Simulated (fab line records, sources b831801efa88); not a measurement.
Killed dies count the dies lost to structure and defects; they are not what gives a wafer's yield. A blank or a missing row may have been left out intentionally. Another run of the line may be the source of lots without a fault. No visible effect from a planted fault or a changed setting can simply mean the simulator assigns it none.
fab line records	flow sky130
record: lots: 12	wafers: 36	lastDay: 50
route steps=708 shown FIELD_ISO@1 VIA1@474 PAD_OPEN@708
lots untouched by any fault: they come from a run of this same line in which no faults occurred
startH: hours from the record's opening day to when the first of the lot's shown wafers began	waitH: hours elapsed since this lot's preceding step	" repeats the value in the row above	L1.1+2: one row covering several wafers at once	- value missing, or start not given	* or withheld: withheld	< > ~ a bound
route shown NAME@n: a module of which the file shows steps, and the number in the route of the first	usual: average and standard deviation across the fault-free wafers	same: alike in all rows	chamber/n: place in a boat	sites: each site's reading	_std_site: the values' standard deviation	_edge_site: mean of outer sites minus mean of inner sites	radiusMm: for every site, how far away it sits from the centre of the wafer	mask NAME#n: copy n	behind: the last tool/chamber to shape the wafer	hold: reason for holding the lot/hours on hold/outcome of the hold	device: the transistor (n, p or np) that didn't switch	end of line: tests run on the same wafers once the route is complete	a step given without rows: its recipe and nothing more	killed: count of dies lost to structure and defects at first sort (not the wafer's yield)	map: a wafer's dies, marking killed ones x, the rest . and places with no die _
set.NAME: the run value of the setting; set.NAME@STEP: its run value at that earlier step	model.NAME: the simulator's own value behind a step, which no gauge read
a sample of lots followed through the steps of the route, with each step as a table and each wafer as a row
services: the hour from which a tool's chamber was out of use, counted from the record's first day as startH (under 0 if before that day), plus the number of hours and why
== steps ==
step: SKY_FIELD_ISO_BOW_MEAS_00
recipe: mode: bow
usual: INCOMING_BOW: -1/6.4
lot.wafer	tool	chamber	startH	waitH	INCOMING_BOW[um]
L839.1	filmMetro-03	-	15.00	-	-8
L839.3	"	-	"	"	17
L839.4	"	-	"	"	-2
L841.1	filmMetro-04	-	25.00	-	-5
L841.3	"	-	"	"	5
L841.6	"	-	"	"	2
L845.2	filmMetro-04	-	45.02	-	3
L845.4	"	-	"	"	-6
L845.5	"	-	"	"	-8
L846.2	filmMetro-04	-	50.02	-	5
L846.4	"	-	"	"	-5
L846.6	"	-	"	"	5
L847.3	filmMetro-04	-	55.04	-	9
L847.5	"	-	"	"	-1
L847.6	"	-	"	"	-8
L851.1	filmMetro-04	-	75.00	-	9
L851.2	"	-	"	"	-1
L851.4	"	-	"	"	-19
L853.2	filmMetro-02	-	85.02	-	5
L853.3	"	-	"	"	-3
L853.6	"	-	"	"	-6
L855.1	filmMetro-03	-	95.00	-	-2
L855.3	"	-	"	"	5
L855.6	"	-	"	"	-8
L856.1	filmMetro-03	-	100.00	-	6
L856.2	"	-	"	"	0
L856.4	"	-	"	"	3
L858.3	filmMetro-04	-	110.04	-	1
L858.5	"	-	"	"	-3
L858.6	"	-	"	"	-1
L859.1	filmMetro-02	-	115.00	-	10
L859.3	"	-	"	"	-2
L859.6	"	-	"	"	-6
L860.1	filmMetro-04	-	120.00	-	6
L860.2	"	-	"	"	-1
L860.4	"	-	"	"	6
step: SKY_FIELD_ISO_ETCH_15
recipe: chemistry: CHF3/O2	targetDepthNm: 180	stopOn: Si	sourceW: 600	biasW: 200	pressureMtorr: 40	chf3FlowSccm: 50	O2_flow_sccm: 5	timeS: 72
usual: drypumpMotorCurrentA: 6.0/0.58	oesProductAu: 0.945/0.006	throttleValvePct: 8.843/0.01
lot.wafer	tool	chamber	startH	waitH	drypumpMotorCurrentA	oesProductAu	rfHoursCounterH	throttleValvePct
L839.1	rieDiel-01	1	34.61	0.0	5.8	0.947	7	8.849
L839.3	"	2	"	"	5.3	0.955	138	8.849
L839.4	"	3	"	"	5.7	0.955	114	8.859
L841.1	rieDiel-04	1	44.88	0.0	6.8	0.939	101	8.843
L841.3	"	3	"	"	5.1	0.948	125	8.839
L841.6	"	0	"	"	5.8	0.935	-	8.845
L845.2	rieDiel-04	0	64.51	0.0	5.8	0.948	71	8.831
L845.4	"	2	"	"	6.8	0.951	43	8.849
L845.5	"	2	"	"	6.8	0.944	-	8.850
L846.2	rieDiel-04	0	69.26	0.0	5.8	0.940	71	8.841
L846.4	"	1	"	"	6.8	0.942	101	8.848
L846.6	"	2	"	"	6.8	0.945	-	8.826
L847.3	rieDiel-01	1	76.26	0.0	5.8	0.949	8	8.861
L847.5	"	0	"	"	6.6	0.953	-	8.834
L847.6	"	1	"	"	5.8	0.946	-	8.844
L851.1	rieDiel-01	3	96.21	0.0	5.7	0.946	115	8.841
L851.2	"	0	"	"	6.6	0.945	88	8.856
L851.4	"	1	"	"	5.8	0.948	8	8.847
L853.2	rieDiel-01	2	107.16	0.0	5.3	0.944	140	8.849
L853.3	"	1	"	"	5.8	0.949	9	8.840
L853.6	"	3	"	"	5.7	0.948	-	8.852
L855.1	rieDiel-02	0	117.56	0.0	5.0	0.957	102	8.847
L855.3	"	3	"	"	5.6	0.948	41	8.838
L855.6	"	2	"	"	6.4	0.949	-	8.845
L856.1	rieDiel-02	1	122.18	0.0	6.0	0.953	3	8.839
L856.2	"	2	"	"	6.4	0.939	3	8.852
L856.4	"	3	"	"	5.6	0.938	-	8.841
L858.3	rieDiel-01	2	132.66	0.0	5.3	0.945	140	8.846
L858.5	"	3	"	"	5.7	0.936	-	8.824
L858.6	"	0	"	"	6.6	0.950	-	8.833
L859.1	rieDiel-01	2	137.46	0.0	5.3	0.942	140	8.840
L859.3	"	3	"	"	5.7	0.951	116	8.838
L859.6	"	1	"	"	5.8	0.944	-	8.839
L860.1	rieDiel-01	1	143.76	0.0	5.8	0.938	9	8.858
L860.2	"	3	"	"	5.7	0.935	116	8.844
L860.4	"	0	"	"	6.6	0.940	89	8.831
step: SKY_FIELD_ISO_THK_MEAS_23
recipe: reads: SiO2_of_FIELD_ISO_OXIDATION_22
usual: FIELD_ISO_OXIDATION_01_THK: 9.98/0.15
lot.wafer	tool	chamber	startH	waitH	FIELD_ISO_OXIDATION_01_THK[nm]
L839.1	filmMetro-02	-	36.88	0.0	9.92
L839.3	"	-	"	"	10.06
L839.4	"	-	"	"	9.92
L841.1	filmMetro-03	-	47.36	0.0	10.11
L841.3	"	-	"	"	10.16
L841.6	"	-	"	"	9.78
L845.2	filmMetro-02	-	66.83	0.0	9.78
L845.4	"	-	"	"	9.97
L845.5	"	-	"	"	9.84
L846.2	filmMetro-03	-	70.94	0.0	10.14
L846.4	"	-	"	"	10.25
L846.6	"	-	"	"	10.20
L847.3	filmMetro-02	-	78.52	0.0	9.89
L847.5	"	-	"	"	10.07
L847.6	"	-	"	"	10.04
L851.1	filmMetro-04	-	99.22	0.0	10.03
L851.2	"	-	"	"	10.03
L851.4	"	-	"	"	9.88
L853.2	filmMetro-02	-	109.82	0.0	10.20
L853.3	"	-	"	"	9.93
L853.6	"	-	"	"	10.01
L855.1	filmMetro-03	-	120.01	0.0	9.90
L855.3	"	-	"	"	10.12
L855.6	"	-	"	"	10.08
L856.1	filmMetro-04	-	124.22	0.0	10.23
L856.2	"	-	"	"	10.18
L856.4	"	-	"	"	10.22
L858.3	filmMetro-02	-	135.31	0.0	9.90
L858.5	"	-	"	"	10.03
L858.6	"	-	"	"	9.80
L859.1	filmMetro-03	-	142.10	0.0	10.04
L859.3	"	-	"	"	10.17
L859.6	"	-	"	"	10.18
L860.1	filmMetro-04	-	147.66	0.0	9.94
L860.2	"	-	"	"	9.96
L860.4	"	-	"	"	9.96
step: SKY_VIA1_STRIP_16
recipe: chemistry: O2/N2	powerW: 1400	pressureMtorr: 1500	platenTempC: withheld	o2FlowSccm: 3000	n2FlowSccm: 300	overashFraction: 0.5
usual: chamberPressureMTorr: 1499.9/1.3	drypumpMotorCurrentA: 5.9/0.37	oesProductAu: 0.415/0.0052	stripTimeToEndpointS: 4.462/0.028
lot.wafer	tool	chamber	startH	waitH	chamberPressureMTorr	drypumpMotorCurrentA	oesProductAu	rfHoursCounterH	stripTimeToEndpointS
L839.1	plasmaAsher-02	0	793.91	0.0	1500.6	5.9	0.412	66	4.483
L839.3	"	1	"	"	1501.1	5.5	0.415	-	4.463
L839.4	"	0	"	"	1500.7	6.0	0.409	-	4.448
L841.1	plasmaAsher-03	0	827.66	0.0	1498.3	6.3	0.420	9	4.435
L841.3	"	1	"	"	1502.0	5.7	0.417	-	4.409
L841.6	"	0	"	"	1499.6	6.4	0.414	-	4.416
L845.2	plasmaAsher-02	0	846.29	0.0	-	-	-	-	-
L845.4	"	1	"	"	-	-	-	-	-
L845.5	"	0	"	"	-	-	-	-	-
L846.2	plasmaAsher-03	0	853.69	0.0	-	-	-	-	-
L846.4	"	1	"	"	-	-	-	-	-
L846.6	"	1	"	"	-	-	-	-	-
L847.3	plasmaAsher-03	1	861.40	0.1	-	-	-	-	-
L847.5	"	1	"	"	-	-	-	-	-
L847.6	"	0	"	"	-	-	-	-	-
L851.1	plasmaAsher-02	1	889.38	0.0	1502.6	5.5	0.421	76	4.478
L851.2	"	0	"	"	1500.6	6.0	0.407	76	4.490
L851.4	"	1	"	"	1499.1	5.5	0.413	-	4.462
L853.2	plasmaAsher-03	0	901.16	0.0	1500.3	6.3	0.420	16	4.485
L853.3	"	1	"	"	1502.0	5.7	0.419	-	4.437
L853.6	"	0	"	"	1501.1	6.3	0.410	-	4.440
L855.1	plasmaAsher-03	1	917.53	0.0	1498.9	5.7	0.407	17	4.467
L855.3	"	0	"	"	1502.6	6.3	0.418	-	4.455
L855.6	"	0	"	"	1499.6	6.3	0.419	-	4.481
L856.1	plasmaAsher-03	1	918.41	0.0	1499.9	5.7	0.414	17	4.440
L856.2	"	0	"	"	1500.9	6.3	0.417	17	4.473
L856.4	"	1	"	"	1498.8	5.7	0.420	-	4.451
L858.3	plasmaAsher-02	0	942.30	0.1	1501.7	5.9	0.414	-	4.496
L858.5	"	0	"	"	1500.8	5.9	0.414	-	4.483
L858.6	"	1	"	"	1498.2	5.5	0.409	-	4.463
L859.1	plasmaAsher-02	0	953.36	0.0	1498.5	5.9	0.421	82	4.477
L859.3	"	0	"	"	1500.5	5.9	0.404	-	4.459
L859.6	"	0	"	"	1500.7	5.9	0.418	-	4.464
L860.1	plasmaAsher-03	0	961.73	0.0	1499.9	6.3	0.427	21	4.507
L860.2	"	1	"	"	1498.0	5.7	0.410	21	4.473
L860.4	"	1	"	"	1499.5	5.7	0.421	-	4.494
step: SKY_PAD_OPEN_PROBE_99
usual: defectLimitedYield: 82.4/1.9	killed_at_M0_to_M3: 44/7.2	killed_at_M4_up: 3.4/2.1	killedAtContacts: 24/5.5	killedAtFrontEnd: 15/4.6	killedAtOther: 0.4/0.64	killedDies: 86/9.1	killedOnRim: 17/3.8	killedOpen: 47/7.5	killedShort: 39/5.8	sort_bin_3_pad_short: 0.9/0.41	sort_bin_5_function: 10.4/1.5	sort_bin_6_memory: 6.3/1.2	sortNPass: 406/9.1	sortYieldPct: 82.4/1.9
same: grossDies: 492	killedAtBackSide: 0	sort_bin_4_leakage[%]: 0	sort_bin_8_speed[%]: 0
lot.wafer	tool	chamber	startH	waitH	defectLimitedYield[%]	killed_at_M0_to_M3	killed_at_M4_up	killedAtContacts	killedAtFrontEnd	killedAtOther	killedDies	killedOnRim	killedOpen	killedShort	sort_bin_3_pad_short[%]	sort_bin_5_function[%]	sort_bin_6_memory[%]	sortNPass	sortYieldPct[%]
L839.1	prober-02	-	1078.27	0.1	83.7	36	4	26	14	0	80	19	48	32	0.6	9.1	6.5	412	83.7
L839.3	prober-02	-	1078.37	0.2	79.7	48	3	23	25	1	100	11	53	46	1.0	13.4	5.9	392	79.7
L839.4	prober-02	-	1078.42	0.2	84.1	39	1	23	15	0	78	13	39	39	1.2	9.6	5.1	414	84.1
L841.1	prober-01	-	1101.01	0.1	82.7	32	0	35	18	0	85	16	46	39	1.2	8.1	7.9	407	82.7
L841.3	prober-01	-	1101.11	0.2	83.5	40	6	23	11	1	81	17	45	36	0.8	8.7	6.9	411	83.5
L841.6	prober-01	-	1101.26	0.2	84.3	33	9	23	12	0	77	22	39	38	1.4	8.9	5.3	415	84.3
L845.2	prober-02	-	1116.87	0.1	0	452	3	20	17	0	492	96	43	38	1.6	93.3	5.1	0	0
L845.4	prober-02	-	1116.97	0.2	0	440	7	25	20	0	492	96	46	44	1.2	91.1	7.7	0	0
L845.5	prober-02	-	1117.02	0.2	0	440	6	29	16	1	492	96	47	41	0.6	94.5	4.9	0	0
L846.2	prober-01	-	1122.18	0.1	0	462	7	10	13	0	492	96	58	29	0.2	95.1	4.7	0	0
L846.4	prober-01	-	1122.28	0.2	0	444	0	32	15	1	492	96	41	41	0.4	93.5	6.1	0	0
L846.6	prober-01	-	1122.38	0.2	0	454	1	18	18	1	492	96	39	33	0.4	93.7	5.9	0	0
L847.3	prober-02	-	1128.86	0.2	0	430	6	37	19	0	492	96	59	46	2.0	89.4	8.5	0	0
L847.5	prober-02	-	1128.96	0.2	0	431	7	35	18	1	492	96	62	39	1.0	91.5	7.5	0	0
L847.6	prober-02	-	1129.01	0.2	0	458	2	21	9	2	492	96	52	39	1.2	91.5	7.3	0	0
L851.1	prober-01	-	1148.51	0.1	79.9	51	1	28	18	1	99	20	55	43	0.6	12.2	7.3	393	79.9
L851.2	prober-01	-	1148.56	0.1	80.9	50	5	27	12	0	94	18	53	41	1.8	11.4	5.9	398	80.9
L851.4	prober-01	-	1148.66	0.2	81.3	43	4	28	15	2	92	7	54	36	0.6	12.2	5.9	400	81.3
L853.2	prober-01	-	1155.66	0.1	84.6	36	4	21	14	1	76	17	41	35	0.4	11.4	3.7	416	84.6
L853.3	prober-01	-	1155.71	0.2	85.4	37	2	20	13	0	72	13	36	36	0.8	10.0	3.9	420	85.4
L853.6	prober-01	-	1155.86	0.2	81.7	32	7	21	30	0	90	17	47	43	0.6	9.6	8.1	402	81.7
L855.1	prober-02	-	1169.85	0.1	80.9	47	5	26	15	1	94	19	59	32	1.0	12.8	5.3	398	80.9
L855.3	prober-02	-	1169.95	0.2	82.3	46	1	25	15	0	87	16	47	40	1.0	10.2	6.5	405	82.3
L855.6	prober-02	-	1170.10	0.2	79.1	56	4	28	15	0	103	26	63	39	1.2	10.0	9.8	389	79.1
L856.1	prober-01	-	1170.86	0.1	82.1	48	6	20	14	0	88	18	40	48	1.6	9.3	6.9	404	82.1
L856.2	prober-01	-	1170.91	0.1	83.1	45	2	22	14	0	83	17	37	46	0.6	9.6	6.7	409	83.1
L856.4	prober-01	-	1171.01	0.2	83.3	46	4	23	9	0	82	18	39	43	1.4	10.4	4.9	410	83.3
L858.3	prober-01	-	1186.44	0.2	81.1	55	1	27	9	1	93	23	54	38	1.2	10.4	7.3	399	81.1
L858.5	prober-01	-	1186.54	0.2	85.4	33	2	26	11	0	72	11	39	33	1.0	8.5	5.1	420	85.4
L858.6	prober-01	-	1186.59	0.2	83.9	46	4	20	9	0	79	8	33	46	1.0	8.3	6.7	413	83.9
L859.1	prober-02	-	1194.11	0.1	83.1	45	2	21	15	0	83	13	44	39	0.6	9.6	6.7	409	83.1
L859.6	prober-02	-	1194.36	0.2	82.3	37	1	24	25	0	87	15	45	42	0.4	11.2	6.1	405	82.3
L860.1	prober-01	-	1199.51	0.1	83.1	46	4	20	13	0	83	16	48	35	0.8	8.7	7.3	409	83.1
L860.2	prober-01	-	1199.56	0.1	81.7	33	1	35	20	1	90	20	40	49	0.2	10.8	7.3	402	81.7
L860.4	prober-01	-	1199.66	0.2	82.1	46	2	26	14	0	88	19	45	42	0.8	12.0	5.1	404	82.1
killed by level:class
L839.1 LI_CONTACT:geometricParticle:open=11 VIA2:geometricParticle:open=8 VIA1:geometricParticle:open=7 CONTACT:geometricParticle:short=6 CONTACT:geometricParticle:open=5 VIA3:geometricParticle:open=5 FIELD_ISO:geometricParticle:short=4 POLY_GATE:geometricParticle:open=4
L839.3 VIA1:geometricParticle:open=10 VIA2:geometricParticle:open=8 VIA3:geometricParticle:open=8 CONTACT:geometricParticle:short=7 POLY_GATE:geometricParticle:short=6 POLY_GATE:geometricParticle:open=6 LI_CONTACT:geometricParticle:open=6 CONTACT:geometricParticle:open=6
L839.4 CONTACT:geometricParticle:open=9 LOCAL_INTERCONNECT:geometricParticle:short=7 VIA3:geometricParticle:open=6 METAL1:geometricParticle:short=6 METAL2:geometricParticle:short=5 VIA1:geometricParticle:open=5 VIA2:geometricParticle:open=5 VIA3:geometricParticle:short=5
L841.1 VIA1:geometricParticle:open=11 LOCAL_INTERCONNECT:geometricParticle:short=10 CONTACT:geometricParticle:open=9 LI_CONTACT:geometricParticle:open=8 POLY_GATE:geometricParticle:open=5 METAL1:geometricParticle:short=5 POLY_GATE:geometricParticle:short=4 VIA1:geometricParticle:short=4
L841.3 LI_CONTACT:geometricParticle:open=10 VIA1:geometricParticle:open=10 VIA2:geometricParticle:open=7 CONTACT:geometricParticle:open=6 METAL1:geometricParticle:short=6 METAL4:geometricParticle:short=5 POLY_GATE:geometricParticle:short=4 VIA1:geometricParticle:short=4
L841.6 VIA1:geometricParticle:open=9 LI_CONTACT:geometricParticle:open=8 METAL2:geometricParticle:short=6 METAL4:geometricParticle:short=6 POLY_GATE:geometricParticle:short=5 VIA3:geometricParticle:open=5 CONTACT:geometricParticle:short=4 CONTACT:geometricParticle:open=4
L845.2 VIA1:areaSputter=411 CONTACT:geometricParticle:open=8 VIA1:geometricParticle:open=8 VIA2:geometricParticle:open=7 METAL3:geometricParticle:short=6 POLY_GATE:geometricParticle:open=5 LI_CONTACT:geometricParticle:open=5 VIA1:geometricParticle:short=5
L845.4 VIA1:areaSputter=402 VIA1:geometricParticle:open=12 CONTACT:geometricParticle:open=8 METAL2:geometricParticle:short=6 FIELD_ISO:geometricParticle:open=5 CONTACT:geometricParticle:short=5 LOCAL_INTERCONNECT:geometricParticle:short=5 METAL4:geometricParticle:short=5
L845.5 VIA1:areaSputter=404 CONTACT:geometricParticle:open=15 VIA1:geometricParticle:open=8 POLY_GATE:geometricParticle:open=6 METAL1:geometricParticle:short=6 METAL4:geometricParticle:short=6 LI_CONTACT:geometricParticle:open=5 LOCAL_INTERCONNECT:geometricParticle:short=5
L846.2 VIA1:areaSputter=405 VIA1:geometricParticle:open=14 VIA2:geometricParticle:open=9 FIELD_ISO:geometricParticle:open=8 VIA3:geometricParticle:open=8 METAL2:geometricParticle:short=6 CONTACT:geometricParticle:open=5 VIA2:geometricParticle:short=4
L846.4 VIA1:areaSputter=410 CONTACT:geometricParticle:open=9 VIA3:geometricParticle:open=7 LI_CONTACT:geometricParticle:short=6 FIELD_ISO:geometricParticle:open=5 LOCAL_INTERCONNECT:geometricParticle:short=5 CONTACT:geometricParticle:short=5 METAL1:geometricParticle:short=5
L846.6 VIA1:areaSputter=419 VIA1:geometricParticle:open=8 METAL2:geometricParticle:short=7 CONTACT:geometricParticle:open=6 LI_CONTACT:geometricParticle:open=5 METAL1:geometricParticle:short=5 VIA3:geometricParticle:open=5 FIELD_ISO:geometricParticle:short=4
L847.3 VIA1:areaSputter=387 CONTACT:geometricParticle:open=16 VIA1:geometricParticle:open=16 CONTACT:geometricParticle:short=9 VIA1:geometricParticle:short=6 VIA2:geometricParticle:open=6 POLY_GATE:geometricParticle:short=5 LOCAL_INTERCONNECT:geometricParticle:short=5
L847.5 VIA1:areaSputter=390 CONTACT:geometricParticle:open=17 VIA1:geometricParticle:open=14 VIA3:geometricParticle:open=10 CONTACT:geometricParticle:short=9 SPACER:geometricParticle:open=6 METAL4:geometricParticle:short=6 LOCAL_INTERCONNECT:geometricParticle:short=5
L847.6 VIA1:areaSputter=400 VIA1:geometricParticle:open=15 VIA3:geometricParticle:short=8 VIA3:geometricParticle:open=7 LI_CONTACT:geometricParticle:open=7 CONTACT:geometricParticle:open=7 VIA1:geometricParticle:short=6 METAL2:geometricParticle:short=5
L851.1 VIA1:geometricParticle:open=13 CONTACT:geometricParticle:open=10 VIA3:geometricParticle:open=7 POLY_GATE:geometricParticle:short=6 LI_CONTACT:geometricParticle:open=6 VIA1:geometricParticle:short=6 CONTACT:geometricParticle:short=6 METAL1:geometricParticle:short=6
L851.2 CONTACT:geometricParticle:open=13 VIA1:geometricParticle:open=13 VIA2:geometricParticle:open=7 METAL2:geometricParticle:short=5 LI_CONTACT:geometricParticle:open=5 POLY_GATE:geometricParticle:open=4 POLY_GATE:geometricParticle:short=4 CONTACT:geometricParticle:short=4
L851.4 CONTACT:geometricParticle:open=9 VIA1:geometricParticle:open=9 VIA2:geometricParticle:open=9 VIA3:geometricParticle:open=8 LI_CONTACT:geometricParticle:open=7 POLY_GATE:geometricParticle:open=6 METAL2:geometricParticle:short=6 LOCAL_INTERCONNECT:geometricParticle:short=5
L853.2 CONTACT:geometricParticle:open=9 VIA3:geometricParticle:short=6 POLY_GATE:geometricParticle:open=5 CONTACT:geometricParticle:short=5 VIA3:geometricParticle:open=5 VIA1:geometricParticle:short=4 METAL2:geometricParticle:short=4 METAL1:geometricParticle:short=3
L853.3 METAL1:geometricParticle:short=9 VIA1:geometricParticle:open=8 LI_CONTACT:geometricParticle:open=7 CONTACT:geometricParticle:open=6 VIA1:geometricParticle:short=5 POLY_GATE:geometricParticle:short=4 VIA2:geometricParticle:open=4 POLY_GATE:geometricParticle:open=3
L853.6 VIA1:geometricParticle:open=9 LI_CONTACT:geometricParticle:open=7 CONTACT:geometricParticle:short=7 CONTACT:geometricParticle:open=7 FIELD_ISO:geometricParticle:open=6 FIELD_ISO:geometricParticle:short=6 POLY_GATE:geometricParticle:short=6 POLY_GATE:geometricParticle:open=5
L855.1 VIA1:geometricParticle:open=15 CONTACT:geometricParticle:open=12 VIA2:geometricParticle:open=8 VIA3:geometricParticle:open=7 POLY_GATE:geometricParticle:short=6 LOCAL_INTERCONNECT:geometricParticle:short=6 LI_CONTACT:geometricParticle:open=5 METAL1:geometricParticle:short=4
L855.3 VIA1:geometricParticle:open=11 LI_CONTACT:geometricParticle:open=8 METAL2:geometricParticle:short=7 CONTACT:geometricParticle:open=7 METAL1:geometricParticle:short=7 CONTACT:geometricParticle:short=5 VIA1:geometricParticle:short=5 VIA2:geometricParticle:open=5
L855.6 VIA1:geometricParticle:open=16 VIA3:geometricParticle:open=14 LI_CONTACT:geometricParticle:open=9 CONTACT:geometricParticle:open=8 VIA2:geometricParticle:open=6 POLY_GATE:geometricParticle:short=5 LOCAL_INTERCONNECT:geometricParticle:short=5 METAL2:geometricParticle:short=5
L856.1 VIA1:geometricParticle:open=9 METAL1:geometricParticle:short=9 VIA3:geometricParticle:open=7 CONTACT:geometricParticle:short=6 METAL4:geometricParticle:short=6 CONTACT:geometricParticle:open=5 VIA2:geometricParticle:short=5 VIA2:geometricParticle:open=4
L856.2 VIA1:geometricParticle:open=11 VIA3:geometricParticle:open=7 LI_CONTACT:geometricParticle:short=6 VIA1:geometricParticle:short=6 LOCAL_INTERCONNECT:geometricParticle:short=5 VIA3:geometricParticle:short=5 POLY_GATE:geometricParticle:open=4 CONTACT:geometricParticle:open=4
L856.4 VIA1:geometricParticle:open=13 LI_CONTACT:geometricParticle:open=7 VIA1:geometricParticle:short=6 METAL2:geometricParticle:short=6 CONTACT:geometricParticle:open=5 LOCAL_INTERCONNECT:geometricParticle:short=5 VIA3:geometricParticle:open=5 METAL3:geometricParticle:short=4
L858.3 VIA1:geometricParticle:open=15 CONTACT:geometricParticle:open=10 VIA3:geometricParticle:open=8 VIA2:geometricParticle:open=7 LI_CONTACT:geometricParticle:open=6 METAL2:geometricParticle:short=6 VIA3:geometricParticle:short=5 LOCAL_INTERCONNECT:geometricParticle:short=5
L858.5 CONTACT:geometricParticle:open=10 LI_CONTACT:geometricParticle:open=6 VIA1:geometricParticle:open=5 METAL2:geometricParticle:short=5 POLY_GATE:geometricParticle:open=4 METAL1:geometricParticle:short=4 VIA2:geometricParticle:open=4 VIA3:geometricParticle:short=4
L858.6 LI_CONTACT:geometricParticle:open=8 VIA1:geometricParticle:open=8 VIA1:geometricParticle:short=7 METAL2:geometricParticle:short=7 VIA2:geometricParticle:short=6 METAL3:geometricParticle:short=4 VIA3:geometricParticle:open=4 METAL4:geometricParticle:short=4
L859.1 VIA1:geometricParticle:open=9 CONTACT:geometricParticle:open=8 VIA2:geometricParticle:open=7 METAL2:geometricParticle:short=6 CONTACT:geometricParticle:short=5 VIA3:geometricParticle:open=5 FIELD_ISO:geometricParticle:open=4 LOCAL_INTERCONNECT:geometricParticle:short=4
L859.6 FIELD_ISO:geometricParticle:short=11 CONTACT:geometricParticle:open=11 FIELD_ISO:geometricParticle:open=6 LOCAL_INTERCONNECT:geometricParticle:short=6 VIA2:geometricParticle:open=6 METAL3:geometricParticle:short=6 VIA3:geometricParticle:open=6 LI_CONTACT:geometricParticle:open=5
L860.1 VIA1:geometricParticle:open=11 CONTACT:geometricParticle:open=9 VIA3:geometricParticle:open=7 VIA2:geometricParticle:open=5 LI_CONTACT:geometricParticle:short=5 VIA1:geometricParticle:short=5 FIELD_ISO:geometricParticle:open=4 FIELD_ISO:geometricParticle:short=4
L860.2 CONTACT:geometricParticle:open=10 FIELD_ISO:geometricParticle:short=7 LI_CONTACT:geometricParticle:open=7 VIA1:geometricParticle:short=7 LOCAL_INTERCONNECT:geometricParticle:short=6 CONTACT:geometricParticle:short=6 FIELD_ISO:geometricParticle:open=5 METAL1:geometricParticle:short=5
L860.4 CONTACT:geometricParticle:open=10 VIA1:geometricParticle:open=10 LI_CONTACT:geometricParticle:open=8 VIA2:geometricParticle:open=8 VIA1:geometricParticle:short=7 FIELD_ISO:geometricParticle:short=6 METAL3:geometricParticle:short=5 LI_CONTACT:geometricParticle:short=4
== services ==
tool	chamber	startH	hours	kind
rieDiel-01	3	39.88	5.0	repair
rieDiel-01	0	41.35	7.4	repair
plasmaAsher-03	-	86.43	1.5	repair
rieDiel-01	3	109.04	3.0	repair
rieDiel-01	-	133.12	0.5	repair
plasmaAsher-03	-	139.55	0.5	repair
plasmaAsher-03	-	195.35	0.7	repair
rieDiel-01	0	201.92	5.8	repair
rieDiel-01	1	237.99	4.2	repair
plasmaAsher-03	-	270.16	0.9	repair
rieDiel-01	3	273.76	9.5	repair
rieDiel-01	1	291.82	4.1	repair
rieDiel-01	0	362.95	11.1	repair
rieDiel-01	-	371.86	0.3	repair
plasmaAsher-03	-	373.74	6.5	repair
rieDiel-01	2	393.37	4.1	repair
rieDiel-01	0	403.54	16.1	repair
rieDiel-01	2	412.60	10.8	repair
rieDiel-01	3	444.35	5.0	repair
rieDiel-01	0	451.40	6.1	repair
rieDiel-01	-	500.88	0.3	repair
plasmaAsher-03	-	509.35	23.5	pm
rieDiel-01	-	509.70	28.1	pm
rieDiel-01	3	563.69	26.5	repair
== key ==
firstSign: step: SKY_VIA1_STRIP_16	reading: toolRecord	direction: missing
effect: step: SKY_PAD_OPEN_PROBE_99	reading: killed_at_M0_to_M3	direction: up	sigmas: 56	usual: 44	struck: 446
moreKillsBornAt: SKY_VIA1_SPUTTER_20@pvdSputter-02: 2394	SKY_VIA1_SPUTTER_20@pvdSputter-04: 1234
metAt SKY_VIA1_STRIP_16
struckLots L845,L846,L847
laterRowsLeftOut L845.2,L845.4,L845.5,L846.2,L846.4,L846.6,L847.3,L847.5,L847.6
notActingAt SKY_FIELD_ISO_BOW_MEAS_00,SKY_FIELD_ISO_ETCH_15,SKY_FIELD_ISO_THK_MEAS_23
onsetBetween 827.66 846.29
fault: kind: skippedStepWhole	tool: plasmaAsher-02,plasmaAsher-03	chamber: -	onsetH: 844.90	steps: SKY_VIA1_STRIP_16	scope: struckLotsOnly
laterRowsLeftOut: the simulator's readings of these wafers behind a module that went badly wrong aren't trusted and aren't shown, but for the sort
